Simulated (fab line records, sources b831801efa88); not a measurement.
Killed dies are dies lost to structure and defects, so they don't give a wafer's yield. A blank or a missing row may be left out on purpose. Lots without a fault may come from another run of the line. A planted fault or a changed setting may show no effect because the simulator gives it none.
fab line records | flow sky130
record lots=6 wafers=18 last_day=49
route steps=708 shown PASSIVATION@689 PAD_OPEN@694
lots that met no fault: from a run of the same line without faults
start_h: hours from the record's first day to the start of the lot's first wafer shown | wait_h: hours since the lot's step before | " the same as in the row above | L1.1+2: a row that stands for several wafers | - no value, or no start given | * or withheld: withheld | < > ~ a bound
route shown NAME@n: a module of which the file shows steps, and the number in the route of the first | usual: mean/standard deviation of fault-free wafers | same: alike in all rows | chamber/n: place in a boat | sites: the reading at each site | _std_site: their standard deviation | _edge_site: outer sites' mean less inner sites' | radius_mm: how far each site lies from the wafer's centre | mask NAME#n: copy n | behind: the tool/chamber that last shaped the wafer | hold: why the lot was held/for how many hours/how that ended | device: the transistor (n, p or np) that didn't switch | end of line: the same wafers' tests at the end of the route | a step without rows: its recipe alone | killed: dies lost to structure and defects at the first sort, not the wafer's yield | map: a wafer's dies, x killed, . not, _ none there
set.NAME: the setting as run; set.NAME@STEP: as run at that earlier step | model.NAME: the simulator's own value behind a step, which no gauge read
lots at some steps of the route; a table a step, a row a wafer
services: from which hour (start_h, from the record's first day; less than 0 if before it) a tool's chamber was out of use, for how many hours, and why
## steps
# step SKY_PASSIVATION_EXPOSE_08
# recipe mask_id=NSM target_cd_nm=3000 na=0.57 dose_mj=260
# step SKY_PASSIVATION_PEB_09
# recipe temp_c=115 time_s=withheld
# step SKY_PASSIVATION_DEVELOP_10
# recipe develop_time_s=61.54 dev_temp_c=23
# step SKY_PASSIVATION_ETCH_11
# recipe chemistry=CF4/O2 target_depth_nm=725 stop_on=AlCu source_w=800 bias_w=150 pressure_mtorr=150 cf4_flow_sccm=80 O2_flow_sccm=10 time_s=161.1
# usual drypump_motor_current_A=5.7/0.44 oes_product_au=0.975/0.0064 throttle_valve_pct=5.964/0.0092
# columns lot.wafer tool chamber start_h wait_h drypump_motor_current_A oes_product_au rf_hours_counter_h throttle_valve_pct
L397.2 rie_diel-01 2 1070.67 - 4.7 0.976 5 5.957
L397.3 " 1 " " 5.2 0.971 9 5.962
L397.4 " 3 " " 6.0 0.969 22 5.968
L398.2 rie_diel-02 0 1071.11 - 5.9 0.966 11 5.959
L398.3 " 3 " " 5.7 0.969 16 5.956
L398.6 " 0 " " 5.9 0.977 - 5.979
L402.2 rie_diel-01 2 1104.97 - 4.7 0.974 6 5.957
L402.4 " 3 " " 5.9 0.979 23 5.953
L402.5 " 1 " " 5.2 0.982 - 5.956
L405.1 rie_diel-04 2 1108.22 - 5.7 0.970 15 5.957
L405.2 " 1 " " 5.9 0.972 22 5.965
L405.5 " 2 " " 5.7 0.979 - 5.973
L406.4 rie_diel-02 1 1111.17 - 6.0 0.979 3 5.973
L406.5 " 2 " " 5.7 0.984 - 5.976
L406.6 " 1 " " 6.0 0.964 - 5.970
L412.1 rie_diel-01 3 1150.51 - 6.0 0.972 25 5.957
L412.2 " 2 " " 4.7 0.977 8 5.961
L412.4 " 0 " " 6.3 0.976 26 5.958
# step SKY_PASSIVATION_STRIP_12
# recipe chemistry=O2/N2 power_w=1400 pressure_mtorr=1500 platen_temp_c=withheld overash_fraction=0.7 o2_flow_sccm=3000 n2_flow_sccm=300
# usual drypump_motor_current_A=5.6/0.54 n2_flow_sccm=300.0/0.9 o2_flow_sccm=3002/9.5 oes_product_au=0.661/0.0042 strip_time_to_endpoint_s=31.56/0.12
# columns lot.wafer tool chamber start_h wait_h drypump_motor_current_A n2_flow_sccm o2_flow_sccm oes_product_au rf_hours_counter_h strip_time_to_endpoint_s
L397.2 plasma_asher-01 0 1070.78 0.1 5.5 299.6 3010 0.654 33 31.71
L397.3 " 1 " " 5.9 299.2 3005 0.664 - 31.65
L397.4 " 0 " " 5.5 300.8 2998 0.666 - 31.63
L398.2 plasma_asher-02 1 1071.21 0.1 4.9 299.8 3016 0.665 92 31.76
L398.3 " 1 " " 4.9 300.2 3010 0.664 - 31.78
L398.6 " 0 " " 5.7 300.7 2980 0.660 - 31.61
L402.2 plasma_asher-02 1 1105.07 0.1 4.9 299.4 2993 0.661 95 31.41
L402.4 " 1 " " 4.9 300.7 2994 0.666 - 31.43
L402.5 " 1 " " 4.9 300.2 2997 0.660 - 31.43
L405.1 plasma_asher-03 1 1108.32 0.1 5.5 300.6 3011 0.656 4 31.44
L405.2 " 0 " " 6.5 302.3 3000 0.662 4 31.35
L405.5 " 0 " " 6.5 302.8 3003 0.668 - 31.40
L406.4 plasma_asher-01 1 1111.31 0.1 5.9 298.9 2984 0.659 - 31.53
L406.5 " 0 " " 5.5 299.3 3013 0.668 - 31.49
L406.6 " 1 " " 5.9 297.9 3002 0.664 - 31.56
L412.1 plasma_asher-02 0 1150.62 0.1 5.8 300.2 2995 0.664 99 31.51
L412.2 " 1 " " 4.9 299.4 2993 0.656 99 31.69
L412.4 " 1 " " 4.9 299.3 2996 0.662 - 31.57
# step SKY_PAD_OPEN_DEHYDRATE_00
# recipe temp_c=200 time_s=58.43
# step SKY_PAD_OPEN_HMDS_01
# recipe prime_time_s=60 prime_temp_c=120
# step SKY_PAD_OPEN_COAT_02
# recipe spin_rpm=2000 resist_thk_nm=3000
# step SKY_PAD_OPEN_SOFTBAKE_03
# recipe temp_c=110 time_s=withheld
# step SKY_PAD_OPEN_EXPOSE_04
# recipe mask_id=PDM target_cd_nm=60000 na=0.57 dose_mj=260
# step SKY_PAD_OPEN_PEB_05
# recipe temp_c=115 time_s=withheld
# step SKY_PAD_OPEN_DEVELOP_06
# recipe develop_time_s=60 dev_temp_c=23
# step SKY_PAD_OPEN_ETCH_07
# recipe chemistry=CF4/O2 target_depth_nm=725 stop_on=AlCu source_w=800 bias_w=150 pressure_mtorr=150 cf4_flow_sccm=80 O2_flow_sccm=10 time_s=161.1
# usual drypump_motor_current_A=5.6/0.41 oes_product_au=0.976/0.0062 throttle_valve_pct=5.964/0.0088
# columns lot.wafer tool chamber start_h wait_h drypump_motor_current_A oes_product_au rf_hours_counter_h throttle_valve_pct
L397.2 rie_diel-03 1 1091.57 - 5.2 0.972 21 5.959
L397.3 " 0 " " 5.4 0.968 5 5.963
L397.4 " 3 " " 5.1 0.967 1 5.968
L398.2 rie_diel-01 0 1091.66 - 6.3 0.962 24 5.964
L398.3 " 2 " " 4.7 0.976 5 5.957
L398.6 " 1 " " 5.2 0.982 - 5.952
L402.2 rie_diel-03 2 1124.52 - 5.7 0.972 18 5.959
L402.4 " 3 " " 5.1 0.975 2 5.943
L402.5 " 1 " " 5.3 0.980 - 5.964
L405.1 rie_diel-01 2 1127.97 - 4.7 0.972 7 5.960
L405.2 " 3 " " 5.9 0.980 24 5.970
L405.5 " 1 " " 5.2 0.979 - 5.972
L406.4 rie_diel-01 3 1130.92 - 6.0 0.983 24 5.966
L406.5 " 3 " " 6.0 0.978 - 5.976
L406.6 " 2 " " 4.7 0.975 - 5.973
L412.1 rie_diel-02 2 1167.46 - 5.7 0.976 18 5.946
L412.2 " 1 " " 6.0 0.978 5 5.971
L412.4 " 0 " " 5.9 0.980 15 5.951
# step SKY_PAD_OPEN_STRIP_08
# recipe chemistry=O2/N2 power_w=1400 pressure_mtorr=1500 platen_temp_c=withheld overash_fraction=0.7 o2_flow_sccm=3000 n2_flow_sccm=300
# usual drypump_motor_current_A=5.9/0.56 n2_flow_sccm=299.9/0.79 o2_flow_sccm=3001/9.4 oes_product_au=0.663/0.0046
# columns lot.wafer tool chamber start_h wait_h drypump_motor_current_A n2_flow_sccm o2_flow_sccm oes_product_au rf_hours_counter_h
L397.2 plasma_asher-03 1 1091.68 0.1 5.5 300.2 2997 0.656 3
L397.3 " 0 " " 6.5 301.0 2991 0.665 -
L397.4 " 1 " " 5.4 301.4 2995 0.657 -
L398.2 plasma_asher-02 1 1091.77 0.1 4.9 300.6 3005 0.665 94
L398.3 " 1 " " 4.9 299.2 3000 0.668 -
L398.6 " 1 " " 4.9 300.6 2997 0.663 -
L402.2 plasma_asher-03 1 1124.62 0.1 5.5 298.1 2998 0.663 6
L402.4 " 1 " " 5.5 299.0 2992 0.668 -
L402.5 " 1 " " 5.4 299.4 2990 0.670 -
L405.1 plasma_asher-03 0 1128.07 0.1 6.5 299.1 2996 0.667 6
L405.2 " 1 " " 5.5 299.9 2997 0.654 6
L405.5 " 1 " " 5.5 300.8 2985 0.661 -
L406.4 plasma_asher-02 0 1131.06 0.1 5.7 299.4 3007 0.667 -
L406.5 " 0 " " 5.7 299.6 3011 0.658 -
L406.6 " 1 " " 4.9 300.0 2987 0.660 -
L412.1 plasma_asher-04 1 1167.57 0.1 6.0 299.8 3006 0.665 74
L412.2 " 0 " " 6.4 298.7 2996 0.663 74
L412.4 " 0 " " 6.5 299.2 3003 0.658 -
# step SKY_PAD_OPEN_STRIP_09
# recipe chemistry=post_etch_residue_remover time_s=1200 temp_c=72.5
# step SKY_PAD_OPEN_CLEAN_10
# recipe chemistry=IPA time_s=180 temp_c=25
# step SKY_PAD_OPEN_CLEAN_11
# recipe chemistry=O3/DIW dry=n2_spin
# step SKY_PAD_OPEN_ANNEAL_12
# recipe temp_c=400 time_s=withheld ambient=N2/H2 idle_temp_c=300 ramp_up_c_per_min=8 ramp_down_c_per_min=4
# step SKY_PAD_OPEN_BOW_MEAS_13
# recipe mode=bow
# usual PAD_OPEN_BOW=48/7.9
# columns lot.wafer tool chamber start_h wait_h PAD_OPEN_BOW[um]
L397.2 film_metro-03 - 1094.02 - 54
L397.3 " - " " 60
L397.4 " - " " 57
L398.2 film_metro-02 - 1094.02 - 41
L398.3 " - " " 60
L398.6 " - " " 45
L402.2 film_metro-04 - 1126.78 - 48
L402.4 " - " " 45
L402.5 " - " " 53
L405.1 film_metro-02 - 1130.82 - 61
L405.2 " - " " 49
L405.5 " - " " 55
L406.4 film_metro-02 - 1133.22 - 47
L406.5 " - " " 51
L406.6 " - " " 40
L412.1 film_metro-02 - 1169.69 - 51
L412.2 " - " " 42
L412.4 " - " " 53
# step SKY_PAD_OPEN_PROBE_99
# usual defect_limited_yield=82.2/1.8 killed_at_M0_to_M3=44/6.8 killed_at_M4_up=2.9/1.9 killed_at_contacts=24/5.2 killed_at_front_end=16/4.1 killed_at_other=0.4/0.74 killed_dies=88/9.1 killed_on_rim=17/4 killed_open=48/7.2 killed_short=39/5.6 sort_bin_3_pad_short=0.9/0.43 sort_bin_5_function=10.6/1.4 sort_bin_6_memory=6.3/1 sort_n_pass=404/9.1 sort_yield_pct=82.2/1.8
# same gross_dies=492 killed_at_back_side=0 sort_bin_4_leakage[%]=0 sort_bin_8_speed[%]=0
# columns lot.wafer tool chamber start_h wait_h defect_limited_yield[%] killed_at_M0_to_M3 killed_at_M4_up killed_at_contacts killed_at_front_end killed_at_other killed_dies killed_on_rim killed_open killed_short sort_bin_3_pad_short[%] sort_bin_5_function[%] sort_bin_6_memory[%] sort_n_pass sort_yield_pct[%] model.etest.tester.sort_n_pass model.etest.tester.sort_yield_pct model.etest.tester.sort_bin_5_pct model.etest.tester.sort_bin_3_pct
L397.2 prober-02 - 1094.17 0.1 83.1 42 2 27 12 0 83 20 45 38 2.2 8.3 6.3 409 83.1 409 83.13 8.333 2.236
L397.3 prober-02 - 1094.22 0.2 83.1 40 2 27 14 0 83 15 46 37 0.6 9.6 6.7 409 83.1 409 83.13 9.553 0.6098
L397.4 prober-02 - 1094.27 0.2 80.7 41 6 29 19 0 95 22 52 40 0.8 12.4 6.1 397 80.7 397 80.69 12.4 0.813
L398.2 prober-01 - 1094.17 0.1 82.1 44 6 20 18 0 88 17 48 39 1.2 9.8 6.9 404 82.1 404 82.11 9.756 1.22
L398.3 prober-01 - 1094.22 0.2 82.1 36 3 27 22 0 88 17 52 35 1.0 11.2 5.7 404 82.1 404 82.11 11.18 1.016
L398.6 prober-01 - 1094.37 0.2 81.3 50 4 24 14 0 92 20 55 37 0.8 12.2 5.7 400 81.3 400 81.3 12.2 0.813
L402.2 prober-01 - 1126.93 0.1 80.7 47 1 24 23 0 95 15 55 40 0.6 11.6 7.1 397 80.7 397 80.69 11.59 0.6098
L402.4 prober-01 - 1127.03 0.2 83.1 44 0 21 18 0 83 16 48 35 0.8 9.8 6.3 409 83.1 409 83.13 9.756 0.813
L402.5 prober-01 - 1127.08 0.2 80.7 42 0 34 19 0 95 18 58 36 0.4 11.8 7.1 397 80.7 397 80.69 11.79 0.4065
L405.1 prober-01 - 1130.94 0.1 69.1 39 7 37 15 54 152 21 53 45 2.8 20.5 7.5 340 69.1 340 69.11 20.53 2.846
L405.2 prober-01 - 1130.99 0.1 82.9 40 4 22 18 0 84 14 40 44 1.4 9.3 6.3 408 82.9 408 82.93 9.35 1.423
L405.5 prober-01 - 1131.14 0.2 82.1 46 4 28 10 0 88 14 50 37 0.8 10.8 6.3 404 82.1 404 82.11 10.77 0.813
L406.4 prober-01 - 1133.43 0.2 83.7 42 4 22 12 0 80 16 51 29 0.8 8.5 6.9 412 83.7 412 83.74 8.537 0.813
L406.5 prober-01 - 1133.48 0.2 83.7 45 4 22 9 0 80 23 37 43 0.6 9.6 6.1 412 83.7 412 83.74 9.553 0.6098
L406.6 prober-01 - 1133.53 0.2 72.4 32 8 28 9 59 136 21 41 37 4.1 17.3 6.3 356 72.4 356 72.36 17.28 4.065
L412.1 prober-01 - 1169.81 0.1 81.9 49 0 25 15 0 89 16 53 36 1.4 8.5 8.1 403 81.9 403 81.91 8.537 1.423
L412.2 prober-01 - 1169.86 0.1 82.5 38 4 27 17 0 86 13 46 40 1.0 10.0 6.5 406 82.5 406 82.52 9.959 1.016
L412.4 prober-01 - 1169.96 0.2 80.5 59 2 23 11 1 96 26 48 48 1.2 10.2 8.1 396 80.5 396 80.49 10.16 1.22
# killed by level:class
L397.2 VIA1:geometric_particle:open=13 LI_CONTACT:geometric_particle:open=8 LOCAL_INTERCONNECT:geometric_particle:short=6 VIA2:geometric_particle:open=6 CONTACT:geometric_particle:open=6 METAL2:geometric_particle:short=6 POLY_GATE:geometric_particle:open=5 METAL1:geometric_particle:short=5
L398.2 VIA1:geometric_particle:open=10 LI_CONTACT:geometric_particle:open=9 METAL1:geometric_particle:short=8 FIELD_ISO:geometric_particle:short=7 VIA3:geometric_particle:open=7 CONTACT:geometric_particle:open=6 VIA2:geometric_particle:short=5 POLY_GATE:geometric_particle:open=4
L397.3 VIA1:geometric_particle:open=12 CONTACT:geometric_particle:open=7 LI_CONTACT:geometric_particle:open=7 FIELD_ISO:geometric_particle:open=6 LI_CONTACT:geometric_particle:short=6 VIA2:geometric_particle:open=5 CONTACT:geometric_particle:short=4 VIA3:geometric_particle:open=4
L398.3 VIA1:geometric_particle:open=12 LI_CONTACT:geometric_particle:open=10 CONTACT:geometric_particle:open=8 FIELD_ISO:geometric_particle:short=6 POLY_GATE:geometric_particle:open=5 LOCAL_INTERCONNECT:geometric_particle:short=5 VIA3:geometric_particle:open=5 METAL1:geometric_particle:short=5
L397.4 CONTACT:geometric_particle:open=12 VIA1:geometric_particle:open=10 VIA3:geometric_particle:open=7 LI_CONTACT:geometric_particle:open=7 POLY_GATE:geometric_particle:open=5 VIA1:geometric_particle:short=5 CONTACT:geometric_particle:short=5 METAL1:geometric_particle:short=5
L398.6 VIA1:geometric_particle:open=16 LI_CONTACT:geometric_particle:open=9 CONTACT:geometric_particle:open=9 VIA1:geometric_particle:short=7 METAL1:geometric_particle:short=6 VIA2:geometric_particle:open=5 POLY_GATE:geometric_particle:open=4 CONTACT:geometric_particle:short=4
L402.2 VIA1:geometric_particle:open=16 CONTACT:geometric_particle:open=13 VIA1:geometric_particle:short=8 POLY_GATE:geometric_particle:short=7 LI_CONTACT:geometric_particle:open=5 POLY_GATE:geometric_particle:open=5 FIELD_ISO:geometric_particle:open=4 METAL2:geometric_particle:short=4
L402.4 VIA1:geometric_particle:open=12 CONTACT:geometric_particle:open=7 VIA2:geometric_particle:open=7 VIA3:geometric_particle:open=7 POLY_GATE:geometric_particle:short=5 LI_CONTACT:geometric_particle:open=5 LOCAL_INTERCONNECT:geometric_particle:short=5 FIELD_ISO:geometric_particle:open=4
L402.5 CONTACT:geometric_particle:open=12 LI_CONTACT:geometric_particle:open=11 VIA1:geometric_particle:open=10 CONTACT:geometric_particle:short=7 VIA3:geometric_particle:open=7 FIELD_ISO:geometric_particle:short=6 POLY_GATE:geometric_particle:open=5 VIA2:geometric_particle:open=5
L405.1 PAD_OPEN:unspecified=54 CONTACT:geometric_particle:open=16 VIA1:geometric_particle:open=11 POLY_GATE:geometric_particle:short=8 LI_CONTACT:geometric_particle:open=8 METAL1:geometric_particle:short=6 LOCAL_INTERCONNECT:geometric_particle:short=6 VIA2:geometric_particle:open=6
L405.2 LI_CONTACT:geometric_particle:open=9 METAL1:geometric_particle:short=7 CONTACT:geometric_particle:open=6 VIA1:geometric_particle:short=6 POLY_GATE:geometric_particle:open=5 POLY_GATE:geometric_particle:short=5 LOCAL_INTERCONNECT:geometric_particle:short=5 VIA1:geometric_particle:open=5
L405.5 CONTACT:geometric_particle:open=11 LI_CONTACT:geometric_particle:open=10 VIA2:geometric_particle:open=10 VIA1:geometric_particle:open=7 VIA2:geometric_particle:short=6 METAL2:geometric_particle:short=5 METAL1:geometric_particle:short=5 FIELD_ISO:geometric_particle:short=4
L406.4 VIA3:geometric_particle:open=12 CONTACT:geometric_particle:open=10 VIA1:geometric_particle:open=7 VIA2:geometric_particle:open=5 LI_CONTACT:geometric_particle:open=4 METAL2:geometric_particle:short=4 FIELD_ISO:geometric_particle:open=3 FIELD_ISO:geometric_particle:short=3
L406.5 CONTACT:geometric_particle:open=8 VIA2:geometric_particle:open=7 CONTACT:geometric_particle:short=6 METAL2:geometric_particle:short=6 VIA3:geometric_particle:open=6 VIA1:geometric_particle:short=5 VIA3:geometric_particle:short=5 METAL1:geometric_particle:short=4
L406.6 PAD_OPEN:unspecified=58 CONTACT:geometric_particle:open=15 METAL2:geometric_particle:short=7 LI_CONTACT:geometric_particle:open=6 FIELD_ISO:geometric_particle:open=5 METAL4:geometric_particle:short=5 METAL1:geometric_particle:short=4 VIA1:geometric_particle:short=4
L412.1 CONTACT:geometric_particle:open=12 VIA1:geometric_particle:open=11 LI_CONTACT:geometric_particle:open=9 VIA3:geometric_particle:short=9 VIA2:geometric_particle:open=7 VIA3:geometric_particle:open=6 FIELD_ISO:geometric_particle:short=5 METAL1:geometric_particle:short=5
L412.2 CONTACT:geometric_particle:open=13 METAL1:geometric_particle:short=11 LI_CONTACT:geometric_particle:open=8 FIELD_ISO:geometric_particle:open=5 METAL2:geometric_particle:short=5 VIA2:geometric_particle:open=5 POLY_GATE:geometric_particle:open=4 VIA3:geometric_particle:open=4
L412.4 VIA1:geometric_particle:open=11 METAL1:geometric_particle:short=10 CONTACT:geometric_particle:open=9 METAL2:geometric_particle:short=9 VIA2:geometric_particle:open=8 LI_CONTACT:geometric_particle:open=7 VIA3:geometric_particle:open=6 FIELD_ISO:geometric_particle:short=5
# map L405.1 (x killed, . not)
__________x...x....._________
________xx...x........_______
______x...x.xx...x......_____
_____x..x.....x..x.....xx____
____.x.xx.xxxx.....xx..x..___
___....x..xxxx............x__
__..xx.xxxxxxx.x..x...x.x..._
_.....xxxxxxxxxx..x..........
_.x....xxxxxxxxxx.xx.x.......
_..x.x.xxxxxxxxxx......x.....
_xx..x.xxxxxxxx.......x...x..
_....x..xx.xx.x.x.x......x...
_x.x.xx.x..xx.......xx.......
_....x..x.....x..........x...
_x.......x...x...x...x......x
__.x.......x........x..x...._
___.x.x..x..x.....x....x...__
____.x.x..x...x....x.x....___
_____.x.....x......x..x..____
______.......x...x..x.x._____
________.....x...x...._______
__________....x..x.._________
# map L406.6 (x killed, . not)
__________...x......_________
________.....xxx.x..x._______
______...........x.x...._____
_____...xx..........x..x.____
____xx.....x.xx...........___
___....xxxxxxx.....x.......__
__.....xxxxxxxx......xx....._
_.x.xx.xxxxxxxx.xx....x...x..
_.x...x.xxxxxxx..............
_.....xxxxxxxxx.x......x.....
_x...x.xxxxxxxx..........x.x.
_........xxxxxx...x..x.x...x.
_....x.....xx.x....xx...x....
_xx.........................x
_x......x..............xx....
__...x......x.......x....x.x_
___x......x..x.x....x.x.x..__
____xxx.x..x..x.........x.___
_____..xx..........x.....____
______xx.......x.x....xx_____
________x............._______
__________..x......._________
## services
# columns tool chamber start_h hours kind
rie_diel-01 3 1055.24 6.4 repair
plasma_asher-03 - 1055.32 9.0 pm
plasma_asher-03 0 1055.32 9.0 vent_cycle
plasma_asher-03 1 1055.32 9.0 vent_cycle
rie_diel-01 - 1059.36 2.8 pm
plasma_asher-01 - 1061.48 2.2 repair
plasma_asher-03 0 1064.32 - clean
plasma_asher-03 1 1064.32 - clean
rie_diel-04 2 1135.04 3.2 repair
plasma_asher-02 - 1162.74 1.5 repair
## key
first_sign step=SKY_PAD_OPEN_PROBE_99 reading=killed_at_other direction=up sigmas=56 usual=0.4 struck=56.5
effect step=SKY_PAD_OPEN_PROBE_99 reading=sort_n_pass direction=down sigmas=6.2 usual=404 struck=348
model_effect step=SKY_PAD_OPEN_PROBE_99 value=etest.tester.sort_n_pass without=393 struck=348
met_at SKY_PAD_OPEN_ETCH_07
struck_wafers L405.1,L406.6
onset_between 1091.66 1127.97
fault kind=chamber_particle_source tool=rie_diel-01 chamber=2 onset_h=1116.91 steps=SKY_PAD_OPEN_ETCH_07 rate_per_visit_cm2=0.91054 end_h=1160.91
